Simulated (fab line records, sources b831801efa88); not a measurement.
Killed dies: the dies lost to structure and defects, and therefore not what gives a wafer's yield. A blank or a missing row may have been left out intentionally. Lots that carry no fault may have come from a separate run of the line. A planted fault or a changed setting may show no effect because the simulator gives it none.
Struck lot and sound lot, side by side | flow sky130 | 28 out of 708 route steps
Sound: the wafers L254.1, L254.4, L254.5. Struck: wafers L262.2, L262.3, L262.6. The cause is given at the end.
For every step that has rows: the tool of each side, followed by ch and its chambers, followed by its first start. Under that, the readings that differ: sound wafers | struck wafers | difference of the means | sigmas: that difference in standard deviations of wafers without a fault.
alike: words and numbers the same on both sides, and readings whose means are apart by under 2 such deviations; not compared: readings that were withheld, readings missing a value for some wafer, numbers with overlapping values and no deviation given by the record, and bounds like >300 which may hide the same value.
Wherever a step has rows on one side only, a row that says differs or no value, or a row with sigmas, the two part there. Numbers that don't overlap but have no deviation are shown without sigmas and don't part them. Lack of a reading on every wafer of one side parts them only where that side has two or more wafers.

SKY_SD_P_OVL_MEAS_08:
  sound on overlay-01 at day 25 06:47; struck on overlay-01 at day 30 20:10
  alike: SD_P_OVL
then, 1 step without rows for these wafers: SKY_SD_P_IMPLANT_09.
SKY_SD_P_STRIP_10: strips in O2/N2.
  sound on plasma-asher-02 ch 1, day 25 06:58; struck on plasma-asher-02 ch 0,1, day 30 20:21
  reading                      | sound             | struck            | difference | sigmas
  strip-time-to-endpoint-s (s) | 17.56 17.55 17.53 | 17.44 17.46 17.45 | -0.10      | -2
  alike: chamber-pressure-mTorr, drypump-motor-current-A, oes-product-au
  not compared: rf-hours-counter-h
SKY_SD_P_TW_MEAS_11:
  sound on film-metro-02 at day 25 07:04; struck on film-metro-03 at day 30 20:28
  alike: SD_P_TW
then, 8 steps without rows for these wafers: SKY_RES_XHIGH_DEHYDRATE_00 (time 60 s); SKY_RES_XHIGH_HMDS_01 (prime time 60 s); SKY_RES_XHIGH_COAT_02 (resist thk 1140 nm); SKY_RES_XHIGH_SOFTBAKE_03 (time 60 s); SKY_RES_XHIGH_EXPOSE_04 (exposes mask URPM, target cd 1270 nm); SKY_RES_XHIGH_PEB_05; SKY_RES_XHIGH_DEVELOP_06 (develop time 60 s); SKY_RES_XHIGH_IMPLANT_07.
SKY_RES_XHIGH_STRIP_08: strips in O2/N2.
  sound on plasma-asher-04 ch 0,1, day 26 12:20; struck on plasma-asher-01 ch 0,1, day 32 00:38
  reading                                        | sound             | struck            | difference                    | sigmas
  oes-product-au (a.u.)                          | 0.707 0.710 0.708 | 0.912 0.905 0.908 | +0.200                        | +43
  strip-time-to-endpoint-s (s)                   | 14.23 14.25 14.26 | - - -             | no value on the struck wafers |
  model.NOVOLAK_of_RES_XHIGH_COAT_02.thk-nm (nm) | 0 0 0             | 536.6 536.6 534   | +535.7                        |
  alike: chamber-pressure-mTorr, drypump-motor-current-A
  not compared: rf-hours-counter-h
SKY_RES_XHIGH_TW_MEAS_09:
  sound on film-metro-02 at day 26 12:26; struck on film-metro-02 at day 32 00:45
  alike: RES_XHIGH_TW
then, 7 steps without rows for these wafers: SKY_SD_N_DEHYDRATE_00 (time 60 s); SKY_SD_N_HMDS_01 (prime time 60 s); SKY_SD_N_COAT_02 (resist thk 1140 nm); SKY_SD_N_SOFTBAKE_03 (time 60 s); SKY_SD_N_EXPOSE_04 (exposes mask NSDM, target cd 380 nm); SKY_SD_N_PEB_05; SKY_SD_N_DEVELOP_06 (develop time 60 s).
SKY_SD_N_CD_MEAS_07: target cd 380 nm.
  sound on cd-sem-01 at day 27 16:15; struck on cd-sem-02 at day 33 03:34
  alike: cd-nm
SKY_SD_N_OVL_MEAS_08:
  sound on overlay-02 at day 27 16:22; struck on overlay-02 at day 33 03:40
  alike: SD_N_OVL
then, 2 steps without rows for these wafers: SKY_SD_N_IMPLANT_09; SKY_SD_N_IMPLANT_10.
SKY_SD_N_STRIP_11: strips in O2/N2.
  sound on plasma-asher-02 ch 0,1, day 27 16:43; struck on plasma-asher-04 ch 0, day 33 04:00
  reading                      | sound             | struck            | difference | sigmas
  oes-product-au (a.u.)        | 0.527 0.526 0.534 | 0.586 0.584 0.588 | +0.057     | +13
  strip-time-to-endpoint-s (s) | 22.61 22.59 22.58 | 30.53 30.51 30.48 | +7.91      | +99 or more
  alike: chamber-pressure-mTorr, drypump-motor-current-A
  not compared: rf-hours-counter-h
SKY_SD_N_TW_MEAS_12:
  sound on film-metro-04 at day 27 16:49; struck on film-metro-03 at day 33 04:07
  reading | sound          | struck   | difference | sigmas
  SD_N_TW | 3949 3930 3944 | 30 30 30 | -3911      | -99 or more
then, 1 step without rows for these wafers: SKY_SD_N_CLEAN_13 (cleans in SC1/SC2, time 150 s).

WHERE THEY PART
First at SKY_SD_P_STRIP_10; last, within this record, at SKY_SD_N_TW_MEAS_12.

WHY: whatever the simulator had introduced
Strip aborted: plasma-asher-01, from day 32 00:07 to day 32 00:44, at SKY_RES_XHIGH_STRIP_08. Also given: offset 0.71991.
